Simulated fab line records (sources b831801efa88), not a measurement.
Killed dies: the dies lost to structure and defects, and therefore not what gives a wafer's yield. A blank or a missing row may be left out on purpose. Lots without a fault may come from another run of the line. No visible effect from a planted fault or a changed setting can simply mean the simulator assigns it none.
The tool behind it: which one? || flow gf180mcu || Sampling: 6 lots, 18 wafers, 4 of 602 route steps

WHAT THE GAUGES READ, wafer by wafer
GF_V4_RS_MEAS_24: a four-point-probe measurement.
{"lot": "L594", "measured": "day 24 15:40", "on": "film metro-02", "V4_W_RS (ohm/sq)": "0.333 0.328 0.333"}
{"lot": "L599", "measured": "day 26 15:18", "on": "film metro-02", "V4_W_RS (ohm/sq)": "0.330 0.331 0.325"}
{"lot": "L601", "measured": "day 27 06:14", "on": "film metro-03", "V4_W_RS (ohm/sq)": "0.331 0.326 0.329"}
{"lot": "L606", "measured": "day 28 17:41", "on": "film metro-04", "V4_W_RS (ohm/sq)": "0.331 0.333 0.334"}
{"lot": "L613", "measured": "day 30 17:29", "on": "film metro-03", "V4_W_RS (ohm/sq)": "0.332 0.328 0.326"}
{"lot": "L615", "measured": "day 31 06:30", "on": "film metro-04", "V4_W_RS (ohm/sq)": "0.331 0.331 0.330"}

WHAT TOOL EACH LOT RAN ON (gives the tool, then ch and the chambers of the sampled wafers, and finally the start)
{"lot": "L594", "GF_M3_STRIP_17": "plasma asher-01 ch 0,1, day 21 12:53", "GF_M4_SPUTTER_01": "pvd sputter-04, day 22 15:26", "GF_V4_CVD_02": "pecvd-01 ch 0,1,2, day 23 15:14"}
{"lot": "L599", "GF_M3_STRIP_17": "plasma asher-01 ch 0,1, day 23 16:31", "GF_M4_SPUTTER_01": "pvd sputter-04, day 24 17:15", "GF_V4_CVD_02": "pecvd-02 ch 0,1, day 25 16:26"}
{"lot": "L601", "GF_M3_STRIP_17": "plasma asher-03 ch 0,1, day 24 08:20", "GF_M4_SPUTTER_01": "pvd sputter-04, day 25 08:58", "GF_V4_CVD_02": "pecvd-04 ch 0,2, day 26 08:02"}
{"lot": "L606", "GF_M3_STRIP_17": "plasma asher-02 ch 0,1, day 25 23:07", "GF_M4_SPUTTER_01": "pvd sputter-04, day 26 22:50", "GF_V4_CVD_02": "pecvd-02 ch 0,1, day 27 20:37"}
{"lot": "L613", "GF_M3_STRIP_17": "plasma asher-03 ch 0,1, day 28 04:04", "GF_M4_SPUTTER_01": "pvd sputter-03, day 29 01:58", "GF_V4_CVD_02": "pecvd-04 ch 0,1, day 29 21:27"}
{"lot": "L615", "GF_M3_STRIP_17": "plasma asher-01 ch 0,1, day 28 18:11", "GF_M4_SPUTTER_01": "pvd sputter-02, day 29 16:23", "GF_V4_CVD_02": "pecvd-02 ch 0,1,2, day 30 11:46"}
- GF_M3_STRIP_17: strips in O2/N2.
- GF_M4_SPUTTER_01: material TiN, target thk 30 nm, time 25 s.
- GF_V4_CVD_02: deposits SiO2 from TEOS, target thk 850 nm, time 94.851 s.

THE ANSWER, worked out from the rows above alone
Rule: the usual values come from the lots themselves. The widest of any qualifying gaps counts: lots, ordered by their means at a reading, are off when they make up no more than a third of the lots, leave a main group of 4 or more, and stand apart from it by 3 or more times the standard deviation of that group's means. The tables above print the reading to a certain number of digits; a main group whose means all agree to those digits is not used. A lot without any number at a reading at which 4 lots or more have one is off too. The other lots that the step has rows for count as sound.
Across all readings shown, no lot is off: no conclusion can be drawn from this.

WHAT HAD BEEN PUT IN BY THE SIMULATOR
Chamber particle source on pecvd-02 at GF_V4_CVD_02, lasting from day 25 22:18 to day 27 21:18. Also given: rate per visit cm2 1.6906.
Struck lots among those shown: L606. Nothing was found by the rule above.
